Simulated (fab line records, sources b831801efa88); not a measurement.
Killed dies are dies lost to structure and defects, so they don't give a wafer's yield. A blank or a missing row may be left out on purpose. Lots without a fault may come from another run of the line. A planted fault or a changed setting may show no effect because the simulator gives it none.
Which tool did it? | flow sky130 | 6 lots, 18 wafers sampled, at 1 step of a route of 708

WHAT THE GAUGES READ, wafer by wafer
SKY_LDD_LDN_TW_MEAS_13.
lot  | measured     | on            | LDD_LDN_TW
L672 | day 23 10:12 | film_metro-03 | 1486 1484 1486
L674 | day 24 04:21 | film_metro-02 | 1484 1484 1483
L677 | day 25 04:31 | film_metro-02 | 1484 1480 1481
L680 | day 25 23:22 | film_metro-04 | 1482 1478 1475
L684 | day 27 08:01 | film_metro-03 | 1466 1471 1471
L692 | day 29 18:01 | film_metro-03 | 1469 1472 1475

WHICH TOOL RAN EACH LOT (tool, then ch and the chambers of the sampled wafers, then the start)
The record holds no process step before these readings.

THE ANSWER, worked out from the rows above alone
Rule: what is usual is taken from the lots themselves. Put in order of their means at a reading, lots are off if they are a third of the lots or fewer, leave a main group of 4 or more, and stand apart from it by a gap of 3 or more times the standard deviation of the main group's means; of several such gaps the widest counts. A main group whose means are all the same, to the digits that the tables above print for the reading, isn't used. A lot without any number at a reading at which 4 lots or more have one is off too. The other lots that the step has rows for count as sound.
No lot is off at any reading shown: from this, nothing can be told.

WHAT THE SIMULATOR HAD PUT IN
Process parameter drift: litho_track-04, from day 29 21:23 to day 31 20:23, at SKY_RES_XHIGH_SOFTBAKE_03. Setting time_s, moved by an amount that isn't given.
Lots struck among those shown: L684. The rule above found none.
